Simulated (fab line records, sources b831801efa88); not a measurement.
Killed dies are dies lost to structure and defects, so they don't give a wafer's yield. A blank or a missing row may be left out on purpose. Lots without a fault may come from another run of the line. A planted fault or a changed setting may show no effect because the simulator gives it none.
A struck lot beside a sound one | flow sfq_line | 13 steps out of a route of 325
Sound: wafers L121.1, L121.5, L121.6. Struck: wafers L131.1, L131.5, L131.6. The cause comes at the end.
At each step with rows: each side's tool, then ch and its chambers, then its first start. Under that, the readings that differ: sound wafers | struck wafers | difference of the means | sigmas: that difference in standard deviations of wafers without a fault.
alike: readings whose means differ by less than 2 such deviations, and words and numbers that are the same on both sides. not compared: withheld readings, readings that some wafer has no value for, bounds like >300 that may hide the same value, and numbers for which the record gives no deviation and whose values overlap.
The two part at a step that has a row with sigmas, a row that says differs or no value, or rows on one side only. Numbers that don't overlap but have no deviation are shown without sigmas and don't part them. A reading that every wafer of one side lacks parts them only if that side has two wafers or more.

first, 6 steps without rows for these wafers: SFQ_TRILAYER_M7_LITHO_COAT_182 (resist thk 62 nm); SFQ_TRILAYER_M7_LITHO_COAT_177 (resist thk 600 nm); SFQ_TRILAYER_M7_LITHO_SOFTBAKE_181; SFQ_TRILAYER_M7_LITHO_EXPOSE_178 (exposes mask M7, target cd 500 nm); SFQ_TRILAYER_M7_LITHO_PEB_180 (peb time 60 s); SFQ_TRILAYER_M7_LITHO_DEVELOP_179 (time 60 s).
SFQ_M7_OVL_MEAS_945:
  sound on overlay-01, day 82 13:24; struck on overlay-02, day 87 17:03
  alike: M7_OVL
SFQ_TRILAYER_M7_BARC_OPEN_METAL_ETCH_229: etches BARC in O2, target depth 125 nm, time 41.7 s.
  sound on rie_metal-01 ch 0,1, day 82 13:26; struck on rie_metal-02 ch 0,1, day 87 17:05
  alike: drypump_motor_current_A, oes_product_au, rf_fwd_power_W
  not compared: rf_hours_counter_h
SFQ_TRILAYER_M7_ETCH_METAL_ETCH_180: etches Nb in Cl2/Ar, stops on SiO2, target depth 240 nm, time 120 s.
  sound on rie_metal-01 ch 0,1, day 82 13:30; struck on rie_metal-02 ch 0,1, day 87 17:09
  alike: drypump_motor_current_A, oes_product_au, rf_fwd_power_W
  not compared: rf_hours_counter_h
SFQ_TRILAYER_M7_STRIP_STRIP_181: strips in O2.
  sound on rie_metal-01 ch 0,1, day 82 13:37; struck on rie_metal-02 ch 0,1, day 87 17:16
  alike: drypump_motor_current_A, oes_product_au
  not compared: rf_hours_counter_h
then, 1 step without rows for these wafers: SFQ_TRILAYER_M7_STRIP_SOLV_CLEAN_182 (cleans in NMP, time 600 s).
SFQ_TRILAYER_I7_DEP_PECVD_183: deposits SiO2 from SiH4/N2O, time 111.11 s, target thk 500 nm.
  sound on pecvd-01 ch 1,2, day 82 14:24; struck on pecvd-01 ch 1,2, day 87 18:03
  reading                                             | sound             | struck            | difference | sigmas
  rf_fwd_power_W (W)                                  | 183.2 182.1 182.6 | 152.7 153.2 152.7 | -29.8      | -54
  showerhead_vpp_V (V)                                | 841 815 829       | 764 749 774       | -66        | -2
  throttle_valve_pct (%)                              | 28.1 26.5 27.9    | 24.1 24.6 24.3    | -3.2       | -2
  model.SiO2_of_TRILAYER_I7_DEP_PECVD_183.thk_nm (nm) | 486.9 500.9 498.8 | 470.9 479.1 474.3 | -20.8      |
  alike: heater_power_w
SFQ_TRILAYER_I7_CMP_CMP_184: polishes SiO2.
  sound on cmp-01 ch 0,2,3, day 82 16:47; struck on cmp-01 ch 0,2,3, day 87 19:08
  alike: motor_current_A, slurry_flow_ml_min, time_to_endpoint_s

WHERE THEY PART
Only at SFQ_TRILAYER_I7_DEP_PECVD_183, within this record. Later steps at which nothing parts them and some readings are alike: SFQ_TRILAYER_I7_CMP_CMP_184.

WHY: what the simulator had put in
Process parameter drift: pecvd-01, from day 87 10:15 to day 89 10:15, at SFQ_TRILAYER_I7_DEP_PECVD_183. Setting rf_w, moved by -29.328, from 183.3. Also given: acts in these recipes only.
